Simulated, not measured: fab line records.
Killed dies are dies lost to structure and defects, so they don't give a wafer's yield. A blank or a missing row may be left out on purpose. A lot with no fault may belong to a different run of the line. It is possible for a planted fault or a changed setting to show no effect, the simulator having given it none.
Which tool was responsible? / flow sky130 / 36 wafers from 12 lots sampled at 6 of the route's 708 steps

== WHAT THE GAUGES READ, wafer by wafer ==
SKY_SD_P_TW_MEAS_11. Usual: SD_P_TW typically reads 2839, with standard deviation 19.
lot=L495; measured=day 25 08:33; on=film metro-01; SD_P_TW=2843 2841 2848; flag=
lot=L498; measured=day 26 13:45; on=film metro-04; SD_P_TW=2832 2821 2828; flag=
lot=L499; measured=day 26 14:24; on=film metro-04; SD_P_TW=2813 2816 2802; flag=
lot=L500; measured=day 27 08:13; on=film metro-02; SD_P_TW=2863 2854 2884; flag=
lot=L501; measured=day 27 21:31; on=film metro-02; SD_P_TW=2882 2859 2875; flag=
lot=L502; measured=day 28 02:48; on=film metro-04; SD_P_TW=2838 2825 2836; flag=
lot=L504; measured=day 29 00:25; on=film metro-02; SD_P_TW=2861 2864 2872; flag=
lot=L507; measured=day 29 16:15; on=film metro-01; SD_P_TW=2833 2822 2831; flag=
lot=L508; measured=day 30 07:17; on=film metro-04; SD_P_TW=2997 3003 3012; flag=OFF
lot=L512; measured=day 31 12:01; on=film metro-04; SD_P_TW=2976 2988 3014; flag=OFF
lot=L516; measured=day 32 10:20; on=film metro-01; SD_P_TW=2840 2842 2843; flag=
lot=L515; measured=day 32 13:57; on=film metro-02; SD_P_TW=2839 2842 2843; flag=

SKY_SD_N_RS_MEAS_17: measures by four-point-probe. Usual: SD_P_RS typically reads 146.9 ohm/sq, with standard deviation 0.33.
lot=L495; measured=day 27 20:33; on=film metro-01; SD_P_RS (ohm/sq)=146.8 147.0 147.2; flag=
lot=L498; measured=day 29 00:21; on=film metro-01; SD_P_RS (ohm/sq)=146.3 146.4 146.5; flag=
lot=L499; measured=day 29 00:35; on=film metro-04; SD_P_RS (ohm/sq)=146.9 147.2 146.9; flag=
lot=L500; measured=day 29 17:44; on=film metro-01; SD_P_RS (ohm/sq)=146.6 146.7 146.8; flag=
lot=L501; measured=day 30 07:32; on=film metro-02; SD_P_RS (ohm/sq)=146.6 147.2 146.7; flag=
lot=L502; measured=day 30 11:54; on=film metro-01; SD_P_RS (ohm/sq)=146.8 146.7 147.2; flag=
lot=L504; measured=day 31 08:17; on=film metro-04; SD_P_RS (ohm/sq)=146.7 146.9 147.1; flag=
lot=L507; measured=day 31 23:51; on=film metro-02; SD_P_RS (ohm/sq)=147.4 147.0 147.0; flag=
lot=L508; measured=day 32 14:35; on=film metro-02; SD_P_RS (ohm/sq)=- - -; flag=OFF
lot=L512; measured=day 33 19:01; on=film metro-01; SD_P_RS (ohm/sq)=- - -; flag=OFF
lot=L516; measured=day 34 17:07; on=film metro-01; SD_P_RS (ohm/sq)=146.9 147.5 147.2; flag=
lot=L515; measured=day 34 22:07; on=film metro-01; SD_P_RS (ohm/sq)=147.1 147.2 147.0; flag=

SKY_SD_N_RS_MEAS_18: measures by four-point-probe. Usual: RES_XHIGH_RS typically reads 332.7 ohm/sq, with standard deviation 1.2.
lot=L495; measured=day 27 20:40; on=film metro-01; RES_XHIGH_RS (ohm/sq)=334.6 333.4 332.9; flag=
lot=L498; measured=day 29 00:28; on=film metro-01; RES_XHIGH_RS (ohm/sq)=331.3 332.4 332.4; flag=
lot=L499; measured=day 29 00:42; on=film metro-04; RES_XHIGH_RS (ohm/sq)=331.9 331.9 332.1; flag=
lot=L500; measured=day 29 17:52; on=film metro-01; RES_XHIGH_RS (ohm/sq)=332.2 332.6 331.2; flag=
lot=L501; measured=day 30 07:40; on=film metro-02; RES_XHIGH_RS (ohm/sq)=333.5 333.5 333.1; flag=
lot=L502; measured=day 30 12:01; on=film metro-01; RES_XHIGH_RS (ohm/sq)=333.6 333.1 333.4; flag=
lot=L504; measured=day 31 08:25; on=film metro-04; RES_XHIGH_RS (ohm/sq)=331.9 332.5 333.0; flag=
lot=L507; measured=day 31 23:58; on=film metro-02; RES_XHIGH_RS (ohm/sq)=332.8 333.6 332.2; flag=
lot=L508; measured=day 32 14:42; on=film metro-02; RES_XHIGH_RS (ohm/sq)=334.2 335.0 335.5; flag=
lot=L512; measured=day 33 19:08; on=film metro-01; RES_XHIGH_RS (ohm/sq)=331.4 331.6 332.3; flag=
lot=L516; measured=day 34 17:14; on=film metro-01; RES_XHIGH_RS (ohm/sq)=331.5 332.9 333.4; flag=
lot=L515; measured=day 34 22:14; on=film metro-01; RES_XHIGH_RS (ohm/sq)=333.5 331.7 332.7; flag=

SKY_CONTACT_BOW_MEAS_05. Usual: CONTACT_BOW typically reads 83 um, with standard deviation 7.3.
lot=L495; measured=day 30 08:38; on=film metro-01; CONTACT_BOW (um)=84 84 92; flag=
lot=L498; measured=day 31 11:13; on=film metro-03; CONTACT_BOW (um)=80 91 90; flag=
lot=L499; measured=day 31 12:05; on=film metro-03; CONTACT_BOW (um)=88 84 94; flag=
lot=L500; measured=day 32 04:35; on=film metro-03; CONTACT_BOW (um)=77 90 85; flag=
lot=L501; measured=day 32 17:49; on=film metro-02; CONTACT_BOW (um)=77 72 75; flag=
lot=L502; measured=day 32 21:49; on=film metro-01; CONTACT_BOW (um)=83 72 74; flag=
lot=L504; measured=day 33 18:53; on=film metro-02; CONTACT_BOW (um)=78 93 89; flag=
lot=L507; measured=day 34 09:06; on=film metro-02; CONTACT_BOW (um)=77 78 69; flag=
lot=L508; measured=day 35 00:23; on=film metro-01; CONTACT_BOW (um)=79 80 78; flag=
lot=L512; measured=day 36 05:22; on=film metro-01; CONTACT_BOW (um)=88 90 77; flag=
lot=L516; measured=day 37 00:55; on=film metro-01; CONTACT_BOW (um)=83 74 78; flag=
lot=L515; measured=day 37 05:50; on=film metro-03; CONTACT_BOW (um)=90 93 103; flag=

SKY_CONTACT_RS_MEAS_25: measures by four-point-probe. Usual: CONTACT_W_RS typically reads 0.337 ohm/sq, with standard deviation 0.0037.
lot=L495; measured=day 31 13:18; on=film metro-02; CONTACT_W_RS (ohm/sq)=0.336 0.334 0.336; flag=
lot=L498; measured=day 32 15:39; on=film metro-03; CONTACT_W_RS (ohm/sq)=0.329 0.333 0.339; flag=
lot=L499; measured=day 32 16:34; on=film metro-03; CONTACT_W_RS (ohm/sq)=0.332 0.338 0.334; flag=
lot=L500; measured=day 33 08:53; on=film metro-02; CONTACT_W_RS (ohm/sq)=0.335 0.334 0.335; flag=
lot=L501; measured=day 33 22:02; on=film metro-03; CONTACT_W_RS (ohm/sq)=0.331 0.343 0.332; flag=
lot=L502; measured=day 34 01:38; on=film metro-02; CONTACT_W_RS (ohm/sq)=0.330 0.339 0.339; flag=
lot=L504; measured=day 34 23:14; on=film metro-01; CONTACT_W_RS (ohm/sq)=0.331 0.341 0.334; flag=
lot=L507; measured=day 35 12:09; on=film metro-03; CONTACT_W_RS (ohm/sq)=0.339 0.337 0.336; flag=
lot=L508; measured=day 36 03:29; on=film metro-03; CONTACT_W_RS (ohm/sq)=0.330 0.337 0.334; flag=
lot=L512; measured=day 37 08:53; on=film metro-03; CONTACT_W_RS (ohm/sq)=0.337 0.333 0.341; flag=
lot=L516; measured=day 38 02:49; on=film metro-02; CONTACT_W_RS (ohm/sq)=0.337 0.342 0.339; flag=
lot=L515; measured=day 38 08:15; on=film metro-02; CONTACT_W_RS (ohm/sq)=0.338 0.343 0.337; flag=

== WHICH TOOL RAN EACH LOT (tool, then ch and the chambers of the sampled wafers, then the start) ==
lot=L495; SKY_SD_P_IMPLANT_09=implanter-03 ch 0, day 25 08:18
lot=L498; SKY_SD_P_IMPLANT_09=implanter-03 ch 0, day 26 13:30
lot=L499; SKY_SD_P_IMPLANT_09=implanter-03 ch 0, day 26 14:10
lot=L500; SKY_SD_P_IMPLANT_09=implanter-01 ch 0, day 27 07:59
lot=L501; SKY_SD_P_IMPLANT_09=implanter-01 ch 0, day 27 21:17
lot=L502; SKY_SD_P_IMPLANT_09=implanter-04 ch 0, day 28 02:33
lot=L504; SKY_SD_P_IMPLANT_09=implanter-01 ch 0, day 29 00:12
lot=L507; SKY_SD_P_IMPLANT_09=implanter-01 ch 0, day 29 16:00
lot=L508; SKY_SD_P_IMPLANT_09=implanter-03 ch 0, day 30 07:02
lot=L512; SKY_SD_P_IMPLANT_09=implanter-03 ch 0, day 31 11:48
lot=L516; SKY_SD_P_IMPLANT_09=implanter-04 ch 0, day 32 10:05
lot=L515; SKY_SD_P_IMPLANT_09=implanter-04 ch 0, day 32 13:42
- SKY_SD_P_IMPLANT_09

== WHAT THE TOOLS THEMSELVES READ (means of the sampled wafers that have a number; where no wafer has one, the mark that the record gives instead) ==
SKY_SD_P_IMPLANT_09. Usual: beam on s 13.9 s, standard deviation 1; tilt deg 0.001 degrees, standard deviation 0.019.
lot=L495; tool=implanter-03; beam on s (s)=14.9; tilt deg (degrees)=0.001; flag=
lot=L498; tool=implanter-03; beam on s (s)=14.9; tilt deg (degrees)=0.001; flag=
lot=L499; tool=implanter-03; beam on s (s)=15.2; tilt deg (degrees)=-0.009; flag=
lot=L500; tool=implanter-01; beam on s (s)=13.8; tilt deg (degrees)=0.008; flag=
lot=L501; tool=implanter-01; beam on s (s)=14.0; tilt deg (degrees)=-0.015; flag=
lot=L502; tool=implanter-04; beam on s (s)=12.6; tilt deg (degrees)=-0.009; flag=
lot=L504; tool=implanter-01; beam on s (s)=13.8; tilt deg (degrees)=-0.002; flag=
lot=L507; tool=implanter-01; beam on s (s)=14.0; tilt deg (degrees)=0.003; flag=
lot=L508; tool=implanter-03; beam on s (s)=15.1; tilt deg (degrees)=8.582; flag=OFF
lot=L512; tool=implanter-03; beam on s (s)=15.0; tilt deg (degrees)=8.572; flag=OFF
lot=L516; tool=implanter-04; beam on s (s)=12.6; tilt deg (degrees)=-0.010; flag=
lot=L515; tool=implanter-04; beam on s (s)=12.7; tilt deg (degrees)=-0.025; flag=

== THE ANSWER, worked out from the rows above alone ==
Rule: lot off if the mean of its wafers having a number is beyond 3 standard deviations from the usual mean. A lot without any number at a reading at which 4 lots or more have one is off too. Any other lot the step has rows for is counted as sound. First the gauges in route order, then the tools' own readings, where a lot's mean is used as printed above. The first step at which some lot is off is used, and at that step the reading that is off furthest; a lot without a number counts as furthest.
Off: at SKY_SD_P_TW_MEAS_11 (SD_P_TW), L508, L512.
A tool fits if, at a process step before that reading, it ran every lot that is off, and no sound lot after the first of them. Not tried: the gauges at SKY_SD_P_TW_MEAS_11; whatever is off there is also off at SKY_SD_N_RS_MEAS_17, on other tools, and gauge error can't account for it. One fits: SKY_SD_P_IMPLANT_09 on implanter-03. A fault onset in the window from L499 (day 26 14:10, its last sound lot) to L508 (day 30 07:02, its first lot off) fits.
The tool's own readings at SKY_SD_P_IMPLANT_09 bear it out: on the lots that are off they differ by more than 5 times the standard deviation of the sound lots' means. tilt deg reads 8.577 degrees there against -0.006 degrees on the sound lots.

== WHAT THE SIMULATOR HAD PUT IN ==
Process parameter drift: implanter-03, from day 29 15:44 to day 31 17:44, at SKY_SD_P_IMPLANT_09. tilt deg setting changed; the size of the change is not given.
Struck lots among those shown: L508, L512. The rule above reached the same finding.
